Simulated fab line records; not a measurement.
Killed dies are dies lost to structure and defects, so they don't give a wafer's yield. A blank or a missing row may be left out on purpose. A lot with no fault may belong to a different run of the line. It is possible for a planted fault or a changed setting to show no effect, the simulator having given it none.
fab line records	flow sky130
record: lots: 24	wafers: 72	lastDay: 51
route steps=708 shown VT_ADJUST_HVTP@96 VT_ADJUST_NCORE@127 SONOS_TUNNEL@161 LI_CONTACT@377 METAL3@565 CAP2M@615
lots that met no fault: from a run of the same line without faults
startH: hours from the record's opening day to when the first of the lot's shown wafers began	waitH: hours since the lot's step before	" repeats the value in the row above	L1.1+2: several wafers, shown together as one row	- no value present, or no start provided	* or withheld: withheld	< > ~ a bound
route shown NAME@n: names a module that has steps shown in the file, with the first one's number in the route	usual: mean/standard deviation of fault-free wafers	same: alike in all rows	chamber/n: place in a boat	sites: each site's reading	_std_site: the values' standard deviation	_edge_site: the outer-site mean with the inner-site mean subtracted	radiusMm: how far each site lies from the wafer's centre	mask NAME#n: copy n	behind: the tool/chamber that last shaped the wafer	hold: why the lot went on hold/how many hours it stayed there/how the hold came to an end	device: transistor that didn't switch, given as n, p or np	end of line: the route-end tests of the same wafers	a step with no rows: only its recipe	killed: the dies lost at the first sort to structure and to defects; this is not the yield of the wafer	map: a wafer's dies, marking killed ones x, the rest . and places with no die _
set.NAME: the setting that was run; set.NAME@STEP: the one run at that earlier step	model.NAME: the simulator's own value behind a step, which no gauge read
the route's steps for a sample of lots (tables are steps, rows are wafers)
services: a tool's chamber out of use, with start hour (startH, from the record's first day; less than 0 if before it), hours out, and reason
== steps ==
step: SKY_VT_ADJUST_HVTP_TW_MEAS_11
usual: VT_ADJUST_HVTP_TW: 1354/18
lot.wafer	tool	chamber	startH	waitH	VT_ADJUST_HVTP_TW
L074.1	filmMetro-01	-	128.74	0.1	1340
L074.3	"	-	"	"	1330
L074.4	"	-	"	"	1328
L075.1	filmMetro-01	-	136.43	0.1	1326
L075.4	"	-	"	"	1325
L075.6	"	-	"	"	1337
L076.1	filmMetro-01	-	140.89	0.1	1324
L076.2	"	-	"	"	1331
L076.4	"	-	"	"	1331
L077.4	filmMetro-02	-	147.32	0.1	1356
L077.5	"	-	"	"	1343
L077.6	"	-	"	"	1347
L078.1	filmMetro-04	-	156.44	0.1	1368
L078.3	"	-	"	"	1371
L078.6	"	-	"	"	1367
L079.3	filmMetro-04	-	158.91	0.1	1373
L079.5	"	-	"	"	1375
L079.6	"	-	"	"	1371
L080.2	filmMetro-04	-	164.89	0.1	1372
L080.4	"	-	"	"	1377
L080.5	"	-	"	"	1367
L081.1	filmMetro-01	-	171.44	0.1	1329
L081.2	"	-	"	"	1326
L081.3	"	-	"	"	1326
L082.2	filmMetro-04	-	179.95	0.1	1364
L082.5	"	-	"	"	1360
L082.6	"	-	"	"	1359
L083.2	filmMetro-02	-	186.30	0.1	1349
L083.4	"	-	"	"	1351
L083.6	"	-	"	"	1347
L084.1	filmMetro-02	-	190.74	0.1	1347
L084.4	"	-	"	"	1346
L084.6	"	-	"	"	1354
L085.1	filmMetro-04	-	198.54	0.1	1377
L085.4	"	-	"	"	1369
L085.5	"	-	"	"	1369
L086.1	filmMetro-02	-	205.03	0.1	1354
L086.4	"	-	"	"	1359
L086.5	"	-	"	"	1351
L087.3	filmMetro-02	-	207.91	0.1	1351
L087.4	"	-	"	"	1343
L087.6	"	-	"	"	1360
L088.3	filmMetro-02	-	219.45	0.1	1352
L088.4	"	-	"	"	1355
L088.5	"	-	"	"	1356
L089.1	filmMetro-04	-	224.78	0.1	1377
L089.2	"	-	"	"	1374
L089.5	"	-	"	"	1366
L090.3	filmMetro-04	-	232.96	0.1	1360
L090.4	"	-	"	"	1375
L090.5	"	-	"	"	1375
L091.1	filmMetro-01	-	239.23	0.1	1339
L091.3	"	-	"	"	1333
L091.6	"	-	"	"	1337
L092.1	filmMetro-01	-	244.49	0.1	1337
L092.5	"	-	"	"	1338
L092.6	"	-	"	"	1330
L093.2	filmMetro-04	-	245.80	0.1	1371
L093.3	"	-	"	"	1370
L093.4	"	-	"	"	1374
L094.2	filmMetro-04	-	254.50	0.1	1372
L094.3	"	-	"	"	1376
L094.4	"	-	"	"	1369
L095.1	filmMetro-04	-	258.64	0.1	1373
L095.4	"	-	"	"	1366
L095.5	"	-	"	"	1373
L096.1	filmMetro-04	-	265.88	0.1	1376
L096.4	"	-	"	"	1377
L096.6	"	-	"	"	1379
L097.1	filmMetro-02	-	279.29	0.1	1339
L097.3	"	-	"	"	1338
L097.4	"	-	"	"	1338
step: SKY_VT_ADJUST_NCORE_OVL_MEAS_08
usual: VT_ADJUST_NCORE_OVL: 0.6/1.3
lot.wafer	tool	chamber	startH	waitH	VT_ADJUST_NCORE_OVL[nm]
L074.1	overlay-02	-	190.65	0.1	-0.6
L074.3	"	-	"	"	0.9
L074.4	"	-	"	"	0.3
L075.1	overlay-01	-	200.88	0.1	-0.7
L075.4	"	-	"	"	-0.5
L075.6	"	-	"	"	-0.7
L076.1	overlay-01	-	205.78	0.1	-1.1
L076.2	"	-	"	"	-1.8
L076.4	"	-	"	"	0.5
L077.4	overlay-02	-	212.37	0.1	1.8
L077.5	"	-	"	"	1.4
L077.6	"	-	"	"	1.0
L078.1	overlay-01	-	222.58	0.1	1.8
L078.3	"	-	"	"	1.9
L078.6	"	-	"	"	2.0
L079.3	overlay-02	-	225.69	0.1	0.9
L079.5	"	-	"	"	1.4
L079.6	"	-	"	"	0.0
L080.2	overlay-01	-	232.96	0.1	-1.1
L080.4	"	-	"	"	-0.9
L080.5	"	-	"	"	1.5
L081.1	overlay-02	-	239.00	0.1	1.4
L081.2	"	-	"	"	0.5
L081.3	"	-	"	"	-0.7
L082.2	overlay-02	-	248.84	0.1	0.6
L082.5	"	-	"	"	-0.7
L082.6	"	-	"	"	0.2
L083.2	overlay-01	-	256.46	0.1	-0.2
L083.4	"	-	"	"	2.4
L083.6	"	-	"	"	-0.5
L084.1	overlay-01	-	260.85	0.1	0.3
L084.4	"	-	"	"	1.0
L084.6	"	-	"	"	2.4
L085.1	overlay-01	-	269.48	0.1	-0.4
L085.4	"	-	"	"	-1.0
L085.5	"	-	"	"	-1.3
L086.1	overlay-01	-	284.53	0.1	1.6
L086.4	"	-	"	"	3.0
L086.5	"	-	"	"	0.8
L087.3	overlay-02	-	285.06	0.1	-0.4
L087.4	"	-	"	"	0.2
L087.6	"	-	"	"	-0.2
L088.3	overlay-01	-	287.32	0.1	-1.9
L088.4	"	-	"	"	0.7
L088.5	"	-	"	"	2.0
L089.1	overlay-01	-	305.90	0.1	1.2
L089.2	"	-	"	"	0.6
L089.5	"	-	"	"	-0.4
L090.3	overlay-01	-	308.69	0.1	-0.3
L090.4	"	-	"	"	0.6
L090.5	"	-	"	"	-1.5
L091.1	overlay-01	-	311.60	0.1	2.1
L091.3	"	-	"	"	2.0
L091.6	"	-	"	"	0.6
L092.1	overlay-02	-	314.00	0.1	3.3
L092.5	"	-	"	"	3.6
L092.6	"	-	"	"	0.9
L093.2	overlay-01	-	314.61	0.1	1.6
L093.3	"	-	"	"	2.0
L093.4	"	-	"	"	0.7
L094.2	overlay-01	-	338.26	0.1	-0.5
L094.3	"	-	"	"	0.5
L094.4	"	-	"	"	-0.8
L095.1	overlay-01	-	339.35	0.1	-0.2
L095.4	"	-	"	"	0.5
L095.5	"	-	"	"	-0.4
L096.1	overlay-02	-	340.90	0.1	0.7
L096.4	"	-	"	"	-1.2
L096.6	"	-	"	"	0.1
L097.1	overlay-01	-	357.30	0.1	1.8
L097.3	"	-	"	"	1.5
L097.4	"	-	"	"	0.8
step: SKY_SONOS_TUNNEL_CD_MEAS_07
recipe: targetCdNm: 410
usual: cdNm: 409.3/2.1
lot.wafer	tool	chamber	startH	waitH	cdNm
L074.1	cdSem-01	-	262.01	0.1	412.1
L074.3	"	-	"	"	411.5
L074.4	"	-	"	"	410.3
L075.1	cdSem-01	-	280.26	0.1	408.6
L075.4	"	-	"	"	406.6
L075.6	"	-	"	"	408.1
L076.1	cdSem-01	-	282.02	0.1	406.7
L076.2	"	-	"	"	409.6
L076.4	"	-	"	"	408.1
L077.4	cdSem-01	-	284.17	0.1	412.6
L077.5	"	-	"	"	412.5
L077.6	"	-	"	"	410.4
L078.1	cdSem-01	-	303.67	0.1	406.9
L078.3	"	-	"	"	406.8
L078.6	"	-	"	"	406.7
L079.3	cdSem-01	-	306.70	0.1	408.6
L079.5	"	-	"	"	409.4
L079.6	"	-	"	"	411.3
L080.2	cdSem-02	-	308.88	0.1	409.1
L080.4	"	-	"	"	410.8
L080.5	"	-	"	"	411.1
L081.1	cdSem-01	-	310.93	0.1	410.1
L081.2	"	-	"	"	410.3
L081.3	"	-	"	"	410.5
L082.2	cdSem-02	-	332.99	0.1	409.3
L082.5	"	-	"	"	410.1
L082.6	"	-	"	"	408.1
L083.2	cdSem-01	-	336.58	0.1	407.4
L083.4	"	-	"	"	407.8
L083.6	"	-	"	"	407.3
L084.1	cdSem-02	-	337.97	0.1	408.9
L084.4	"	-	"	"	411.0
L084.6	"	-	"	"	411.2
L085.1	cdSem-02	-	341.48	0.1	412.0
L085.4	"	-	"	"	413.7
L085.5	"	-	"	"	415.1
L086.1	cdSem-01	-	365.46	0.1	411.0
L086.4	"	-	"	"	411.7
L086.5	"	-	"	"	409.4
L087.3	cdSem-01	-	366.41	0.1	410.2
L087.4	"	-	"	"	409.7
L087.6	"	-	"	"	409.7
L088.3	cdSem-01	-	368.81	0.1	409.4
L088.4	"	-	"	"	410.1
L088.5	"	-	"	"	408.6
L089.1	cdSem-01	-	388.88	0.1	406.3
L089.2	"	-	"	"	406.2
L089.5	"	-	"	"	407.3
L090.3	cdSem-02	-	392.35	0.1	408.0
L090.4	"	-	"	"	408.9
L090.5	"	-	"	"	406.8
L091.1	cdSem-02	-	395.73	0.1	409.9
L091.3	"	-	"	"	410.0
L091.6	"	-	"	"	410.6
L092.1	cdSem-02	-	399.27	0.1	413.4
L092.5	"	-	"	"	411.7
L092.6	"	-	"	"	414.1
L093.2	cdSem-02	-	399.89	0.1	408.5
L093.3	"	-	"	"	410.1
L093.4	"	-	"	"	408.9
L094.2	cdSem-01	-	424.63	0.1	406.9
L094.3	"	-	"	"	410.5
L094.4	"	-	"	"	408.9
L095.1	cdSem-01	-	426.61	0.1	407.0
L095.4	"	-	"	"	406.4
L095.5	"	-	"	"	408.3
L096.1	cdSem-02	-	429.17	0.1	409.8
L096.4	"	-	"	"	410.3
L096.6	"	-	"	"	410.0
L097.1	cdSem-01	-	447.48	0.1	406.9
L097.3	"	-	"	"	406.2
L097.4	"	-	"	"	408.4
step: SKY_LI_CONTACT_ETCH_15
recipe: target: PSG	chemistry: C4F8/O2/Ar	stopOn: Si	taperDeg: 4.15	maskMaterial: KrF-thick	sourceW: 1500	biasW: 1200	pressureMtorr: 40	c4f8FlowSccm: withheld	O2_flow_sccm: 6	Ar_flow_sccm: 300	timeS: withheld	targetDepthA: 6000
usual: oesProductAu: 0.837/0.0044
lot.wafer	tool	chamber	startH	waitH	oesProductAu
L074.1	rieDiel-04	1	695.21	0.0	0.835
L074.3	"	3	"	"	0.844
L074.4	"	0	"	"	0.835
L076.1	rieDiel-03	2	716.88	0.0	0.838
L076.2	"	1	"	"	0.835
L076.4	"	3	"	"	0.836
L077.4	rieDiel-04	2	719.30	0.0	0.830
L077.5	"	1	"	"	0.835
L077.6	"	0	"	"	0.847
L075.1	rieDiel-02	3	720.92	0.0	0.832
L075.4	"	0	"	"	0.842
L075.6	"	3	"	"	0.829
L078.1	rieDiel-04	0	738.03	0.0	0.832
L078.3	"	3	"	"	0.837
L078.6	"	3	"	"	0.827
L079.3	rieDiel-02	0	741.37	0.0	0.838
L079.5	"	2	"	"	0.840
L079.6	"	1	"	"	0.832
L081.1	rieDiel-03	3	748.02	0.0	0.842
L081.2	"	2	"	"	0.831
L081.3	"	1	"	"	0.841
L080.2	rieDiel-03	0	749.02	0.0	0.840
L080.4	"	3	"	"	0.836
L080.5	"	3	"	"	0.839
L082.2	rieDiel-02	2	766.63	0.0	0.845
L082.5	"	0	"	"	0.839
L082.6	"	3	"	"	0.837
L083.2	rieDiel-03	3	769.73	0.0	0.834
L083.4	"	0	"	"	0.836
L083.6	"	3	"	"	0.838
L084.1	rieDiel-02	1	775.18	0.0	0.838
L084.4	"	0	"	"	0.832
L084.6	"	0	"	"	0.839
L085.1	rieDiel-04	2	784.23	0.0	0.837
L085.4	"	1	"	"	0.835
L085.5	"	2	"	"	0.838
L087.3	rieDiel-03	0	798.63	0.0	0.843
L087.4	"	2	"	"	0.842
L087.6	"	0	"	"	0.837
L086.1	rieDiel-03	3	801.71	0.0	0.842
L086.4	"	2	"	"	0.842
L086.5	"	0	"	"	0.841
L088.3	rieDiel-02	3	804.46	0.0	0.830
L088.4	"	2	"	"	0.828
L088.5	"	2	"	"	0.841
L089.1	rieDiel-04	0	818.81	0.0	0.841
L089.2	"	1	"	"	0.839
L089.5	"	1	"	"	0.832
L090.3	rieDiel-03	0	821.06	0.0	0.840
L090.4	"	3	"	"	0.835
L090.5	"	2	"	"	0.834
L091.1	rieDiel-02	2	822.31	0.0	0.842
L091.3	"	3	"	"	0.846
L091.6	"	3	"	"	0.836
L092.1	rieDiel-04	2	830.43	0.0	0.832
L092.5	"	1	"	"	0.835
L092.6	"	0	"	"	0.843
L093.2	rieDiel-02	2	832.21	0.0	0.836
L093.3	"	0	"	"	0.836
L093.4	"	3	"	"	0.835
L094.2	rieDiel-04	0	849.03	0.0	0.841
L094.3	"	1	"	"	0.840
L094.4	"	2	"	"	0.837
L095.1	rieDiel-02	3	855.96	0.0	0.839
L095.4	"	2	"	"	0.830
L095.5	"	3	"	"	0.831
L096.1	rieDiel-03	1	857.86	0.0	0.836
L096.4	"	0	"	"	0.844
L096.6	"	2	"	"	0.827
L097.1	rieDiel-02	3	872.26	0.0	0.831
L097.3	"	2	"	"	0.833
L097.4	"	0	"	"	0.841
step: SKY_METAL3_DESCUM_15
recipe: chemistry: O2	sourcePowerW: 150	biasPowerW: 0	pressureMtorr: 10	tempC: 40	timeS: 8
usual: drypumpMotorCurrentA: 5.44/0.27	oesProductAu: 1.002/0.013	tempC: 40.01/0.1
lot.wafer	tool	chamber	startH	waitH	drypumpMotorCurrentA	oesProductAu	rfHoursCounterH	tempC
L074.1	rieMetal-01	0	923.72	0.0	5.72	0.999	9	40.13
L074.3	"	1	"	"	5.28	0.978	-	40.00
L074.4	"	0	"	"	5.76	0.984	-	40.16
L076.1	rieMetal-01	1	943.53	0.0	5.27	0.983	18	40.05
L076.2	"	0	"	"	5.74	0.993	11	40.13
L076.4	"	1	"	"	5.27	0.994	-	40.11
L077.4	rieMetal-02	1	946.28	0.0	5.72	1.014	-	39.93
L077.5	"	0	"	"	5.24	1.011	-	40.00
L077.6	"	1	"	"	5.72	1.010	-	40.01
L075.1	rieMetal-01	0	948.37	0.0	5.70	0.986	11	39.80
L075.4	"	1	"	"	5.26	0.987	-	39.94
L075.6	"	1	"	"	5.26	0.980	-	40.07
L078.1	rieMetal-01	1	962.43	0.0	5.27	0.989	19	40.11
L078.3	"	0	"	"	5.75	0.994	-	40.06
L078.6	"	1	"	"	5.27	0.989	-	39.85
L079.3	rieMetal-02	0	964.00	0.0	5.19	1.023	-	39.99
L079.5	"	0	"	"	5.20	1.017	-	40.16
L079.6	"	1	"	"	5.73	1.021	-	40.11
L081.1	rieMetal-03	1	971.28	0.0	5.59	1.002	5	39.88
L081.2	"	0	"	"	5.02	0.997	12	39.84
L081.3	"	1	"	"	5.59	1.000	-	39.84
L080.2	rieMetal-02	0	972.99	0.0	5.22	1.018	9	39.99
L080.4	"	0	"	"	5.21	1.012	-	40.03
L080.5	"	1	"	"	5.71	1.015	-	40.17
L082.2	rieMetal-01	1	987.94	0.0	5.26	0.988	20	39.99
L082.5	"	0	"	"	5.72	0.978	-	40.04
L082.6	"	1	"	"	5.26	0.977	-	39.96
L083.2	rieMetal-02	1	991.37	0.0	5.71	1.014	16	39.92
L083.4	"	1	"	"	5.72	1.014	-	40.08
L083.6	"	1	"	"	5.72	1.014	-	39.86
L084.1	rieMetal-01	1	993.67	0.0	5.27	0.988	21	40.09
L084.4	"	1	"	"	5.26	0.990	-	40.11
L084.6	"	1	"	"	5.28	0.986	-	39.98
L085.1	rieMetal-03	1	1003.27	0.0	5.63	1.015	7	39.98
L085.4	"	1	"	"	5.65	1.002	-	40.10
L085.5	"	1	"	"	5.61	1.014	-	40.04
L087.3	rieMetal-02	1	1015.58	0.0	5.71	1.002	-	39.96
L087.4	"	0	"	"	5.20	1.022	-	40.03
L087.6	"	0	"	"	5.22	1.013	-	40.00
L086.1	rieMetal-03	0	1017.64	0.0	5.03	0.991	14	40.09
L086.4	"	0	"	"	5.04	0.996	-	39.92
L086.5	"	0	"	"	5.03	0.990	-	39.94
L088.3	rieMetal-03	0	1021.20	0.0	5.05	0.994	-	39.95
L088.4	"	1	"	"	5.63	0.999	-	39.95
L088.5	"	0	"	"	5.05	0.986	-	40.16
L089.1	rieMetal-02	0	1031.77	0.0	5.22	1.002	12	40.02
L089.2	"	1	"	"	5.72	0.998	19	39.78
L089.5	"	1	"	"	5.71	0.998	-	39.96
L090.3	rieMetal-02	1	1034.13	0.0	5.74	1.012	-	40.15
L090.4	"	0	"	"	5.22	1.023	-	39.90
L090.5	"	0	"	"	5.21	1.020	-	39.95
L091.1	rieMetal-01	0	1036.93	0.0	5.74	0.984	17	40.23
L091.3	"	1	"	"	5.26	0.996	-	40.08
L091.6	"	0	"	"	5.69	0.979	-	39.93
L092.1	rieMetal-02	1	1042.39	0.0	5.71	1.006	20	39.91
L092.5	"	1	"	"	5.73	1.002	-	40.14
L092.6	"	0	"	"	5.23	1.015	-	40.04
L093.2	rieMetal-02	0	1043.32	0.0	5.26	1.018	13	39.83
L093.3	"	0	"	"	5.25	1.003	-	39.98
L093.4	"	1	"	"	5.73	1.007	-	40.15
L094.2	rieMetal-02	1	1059.93	0.0	5.71	1.008	21	40.19
L094.3	"	0	"	"	5.23	1.018	-	39.99
L094.4	"	1	"	"	5.71	1.008	-	40.13
L095.1	rieMetal-03	1	1063.44	0.0	5.64	1.004	10	40.05
L095.4	"	0	"	"	5.01	1.000	-	39.85
L095.5	"	1	"	"	5.62	1.007	-	39.94
L096.1	rieMetal-03	1	1065.92	0.0	5.61	1.013	11	40.02
L096.4	"	1	"	"	5.64	1.006	-	39.96
L096.6	"	1	"	"	5.66	1.003	-	40.09
L097.1	rieMetal-03	0	1077.92	0.0	5.04	1.007	18	39.96
L097.3	"	1	"	"	5.61	1.017	-	39.73
L097.4	"	0	"	"	5.02	1.007	-	39.86
step: SKY_CAP2M_OVL_MEAS_12
usual: CAP2M_OVL: -0.5/1.4
lot.wafer	tool	chamber	startH	waitH	CAP2M_OVL[nm]
L074.1	overlay-02	-	976.86	0.1	-0.9
L074.3	"	-	"	"	1.6
L074.4	"	-	"	"	0.3
L076.1	overlay-01	-	995.53	0.1	0.8
L076.2	"	-	"	"	-0.9
L076.4	"	-	"	"	0.3
L077.4	overlay-01	-	998.59	0.1	-0.6
L077.5	"	-	"	"	0.4
L077.6	"	-	"	"	-1.4
L075.1	overlay-02	-	1000.13	0.1	-1.7
L075.4	"	-	"	"	-1.6
L075.6	"	-	"	"	1.0
L078.1	overlay-01	-	1014.57	0.1	-0.8
L078.3	"	-	"	"	0.7
L078.6	"	-	"	"	-2.0
L079.3	overlay-02	-	1014.85	0.1	0.6
L079.5	"	-	"	"	-0.8
L079.6	"	-	"	"	-1.5
L081.1	overlay-01	-	1022.87	0.1	-1.6
L081.2	"	-	"	"	-2.6
L081.3	"	-	"	"	-1.8
L080.2	overlay-01	-	1024.28	0.1	0.7
L080.4	"	-	"	"	0.0
L080.5	"	-	"	"	-0.9
L082.2	overlay-01	-	1039.73	0.1	0.5
L082.5	"	-	"	"	0.5
L082.6	"	-	"	"	-1.8
L083.2	overlay-01	-	1040.62	0.1	-1.1
L083.4	"	-	"	"	-0.3
L083.6	"	-	"	"	-0.3
L084.1	overlay-02	-	1043.33	0.1	0.4
L084.4	"	-	"	"	0.3
L084.6	"	-	"	"	1.6
L085.1	overlay-01	-	1053.02	0.1	-1.2
L085.4	"	-	"	"	-1.2
L085.5	"	-	"	"	-1.9
L087.3	overlay-02	-	1064.54	0.1	-1.8
L087.4	"	-	"	"	0.8
L087.6	"	-	"	"	0.9
L086.1	overlay-01	-	1067.43	0.1	-1.8
L086.4	"	-	"	"	-2.3
L086.5	"	-	"	"	-3.0
L088.3	overlay-01	-	1070.39	0.1	0.4
L088.4	"	-	"	"	0.3
L088.5	"	-	"	"	-2.2
L089.1	overlay-01	-	1080.43	0.1	-1.7
L089.2	"	-	"	"	0.1
L089.5	"	-	"	"	-1.5
L090.3	overlay-01	-	1082.64	0.1	1.7
L090.4	"	-	"	"	1.6
L090.5	"	-	"	"	3.5
L091.1	overlay-01	-	1084.23	0.1	-1.1
L091.3	"	-	"	"	-1.2
L091.6	"	-	"	"	-1.8
L092.1	overlay-01	-	1088.61	0.1	-3.6
L092.5	"	-	"	"	-1.2
L092.6	"	-	"	"	-2.2
L093.2	overlay-01	-	1091.12	0.1	-1.9
L093.3	"	-	"	"	-0.4
L093.4	"	-	"	"	-1.7
L094.2	overlay-01	-	1106.93	0.1	-1.9
L094.3	"	-	"	"	-2.0
L094.4	"	-	"	"	-2.1
L095.1	overlay-02	-	1108.66	0.1	0.3
L095.4	"	-	"	"	-0.8
L095.5	"	-	"	"	0.2
L096.1	overlay-02	-	1112.08	0.1	-0.4
L096.4	"	-	"	"	0.1
L096.6	"	-	"	"	-2.2
L097.1	overlay-02	-	1123.03	0.1	0.3
L097.3	"	-	"	"	0.0
L097.4	"	-	"	"	2.0
== services ==
tool	chamber	startH	hours	kind
rieDiel-04	-	692.05	0.8	repair
rieDiel-02	1	692.54	13.6	repair
rieDiel-02	3	697.93	4.0	repair
rieDiel-02	0	709.53	2.7	repair
rieDiel-04	3	716.71	4.6	repair
rieMetal-03	-	722.35	0.8	repair
rieMetal-03	0	734.39	13.1	repair
rieMetal-03	1	736.19	21.0	repair
rieDiel-03	2	760.36	4.0	repair
rieDiel-04	-	761.18	1.9	repair
rieDiel-04	0	764.69	8.2	repair
rieDiel-04	1	772.64	8.8	repair
rieDiel-04	0	781.85	8.5	repair
rieDiel-02	1	788.97	10.5	repair
rieDiel-02	2	790.79	3.5	repair
rieDiel-04	0	792.73	6.9	repair
rieMetal-02	1	896.19	13.8	repair
rieDiel-03	0	896.43	10.0	repair
rieDiel-03	0	936.03	8.2	repair
rieDiel-03	-	965.00	2.8	pm
rieDiel-03	1	992.95	4.3	repair
rieDiel-03	1	1029.67	5.6	repair
rieMetal-02	-	1041.54	0.5	repair
rieDiel-02	-	1063.96	2.8	pm
== key ==
fault none
